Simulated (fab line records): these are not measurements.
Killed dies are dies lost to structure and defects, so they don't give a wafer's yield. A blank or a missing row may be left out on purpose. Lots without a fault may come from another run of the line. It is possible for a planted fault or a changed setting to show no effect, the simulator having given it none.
Which tool was responsible? || flow gf180mcu || 12 lots with 36 wafers sampled at 3 steps, on a route of 602 steps

## WHAT THE GAUGES READ, wafer by wafer
GF_NSD_TW_MEAS_12.
{"lot": "L075", "measured": "day 13 15:32", "on": "filmMetro-03", "NSD_TW": "4207 4197 4193"}
{"lot": "L077", "measured": "day 14 11:35", "on": "filmMetro-03", "NSD_TW": "4184 4225 4213"}
{"lot": "L079", "measured": "day 15 02:38", "on": "filmMetro-03", "NSD_TW": "4182 4173 4145"}
{"lot": "L081", "measured": "day 15 22:17", "on": "filmMetro-01", "NSD_TW": "4220 4213 4195"}
{"lot": "L083", "measured": "day 16 11:51", "on": "filmMetro-04", "NSD_TW": "4250 4263 4242"}
{"lot": "L085", "measured": "day 17 08:11", "on": "filmMetro-04", "NSD_TW": "4286 4281 4298"}
{"lot": "L087", "measured": "day 17 19:10", "on": "filmMetro-01", "NSD_TW": "4240 4260 4250"}
{"lot": "L089", "measured": "day 18 12:35", "on": "filmMetro-01", "NSD_TW": "4243 4270 4238"}
{"lot": "L091", "measured": "day 19 03:51", "on": "filmMetro-01", "NSD_TW": "4278 4264 4247"}
{"lot": "L093", "measured": "day 19 21:50", "on": "filmMetro-03", "NSD_TW": "4146 4157 4146"}
{"lot": "L095", "measured": "day 20 16:44", "on": "filmMetro-01", "NSD_TW": "4242 4260 4259"}
{"lot": "L097", "measured": "day 21 13:19", "on": "filmMetro-04", "NSD_TW": "4237 4270 4252"}

## EACH LOT AND THE TOOL THAT RAN IT (in order: tool; ch and the chambers of the sampled wafers; start)
{"lot": "L075", "GF_STI_ETCH_13": "rieDiel-04 ch 0,3, day 2 06:30", "GF_NWELL_STRIP_10": "plasmaAsher-03 ch 0, day 3 13:08"}
{"lot": "L077", "GF_STI_ETCH_13": "rieDiel-02 ch 0,1,3, day 2 17:03", "GF_NWELL_STRIP_10": "plasmaAsher-03 ch 0,1, day 4 00:43"}
{"lot": "L079", "GF_STI_ETCH_13": "rieDiel-04 ch 0,1, day 3 02:52", "GF_NWELL_STRIP_10": "plasmaAsher-04 ch 0,1, day 4 10:49"}
{"lot": "L081", "GF_STI_ETCH_13": "rieDiel-04 ch 0,1,2, day 3 14:42", "GF_NWELL_STRIP_10": "plasmaAsher-04 ch 0,1, day 4 23:04"}
{"lot": "L083", "GF_STI_ETCH_13": "rieDiel-04 ch 0,1, day 4 00:07", "GF_NWELL_STRIP_10": "plasmaAsher-01 ch 0,1, day 5 08:28"}
{"lot": "L085", "GF_STI_ETCH_13": "rieDiel-02 ch 2,3, day 4 10:25", "GF_NWELL_STRIP_10": "plasmaAsher-03 ch 0,1, day 5 21:01"}
{"lot": "L087", "GF_STI_ETCH_13": "rieDiel-03 ch 2,3, day 4 20:25", "GF_NWELL_STRIP_10": "plasmaAsher-03 ch 0,1, day 6 06:56"}
{"lot": "L089", "GF_STI_ETCH_13": "rieDiel-04 ch 0,2,3, day 5 07:09", "GF_NWELL_STRIP_10": "plasmaAsher-01 ch 0,1, day 6 17:46"}
{"lot": "L091", "GF_STI_ETCH_13": "rieDiel-03 ch 0,1,3, day 5 17:19", "GF_NWELL_STRIP_10": "plasmaAsher-01 ch 1, day 7 04:27"}
{"lot": "L093", "GF_STI_ETCH_13": "rieDiel-04 ch 1,2,3, day 6 03:04", "GF_NWELL_STRIP_10": "plasmaAsher-04 ch 0,1, day 7 15:37"}
{"lot": "L095", "GF_STI_ETCH_13": "rieDiel-03 ch 0,1,2, day 6 14:58", "GF_NWELL_STRIP_10": "plasmaAsher-04 ch 0,1, day 8 03:28"}
{"lot": "L097", "GF_STI_ETCH_13": "rieDiel-02 ch 0,1,3, day 7 04:19", "GF_NWELL_STRIP_10": "plasmaAsher-01 ch 0,1, day 8 18:55"}
- GF_STI_ETCH_13: etches the open film in CHF3/O2, stops on Si, target depth 282.31 nm, time 112.9 s.
- GF_NWELL_STRIP_10: strips in O2/N2.

## THE ANSWER, worked out from the rows above alone
Rule: what is usual is taken from the lots themselves. The widest of any qualifying gaps counts: lots, ordered by their means at a reading, are off when they make up no more than a third of the lots, leave a main group of 4 or more, and stand apart from it by 3 or more times the standard deviation of that group's means. A main group is skipped when, at the precision printed for the reading in the tables above, its means are all equal. Also off: a lot with no number at a reading for which 4 or more lots have one. The other lots that the step has rows for count as sound.
Nothing can be told from this: no lot is off at any reading shown.

## WHAT THE SIMULATOR PUT IN
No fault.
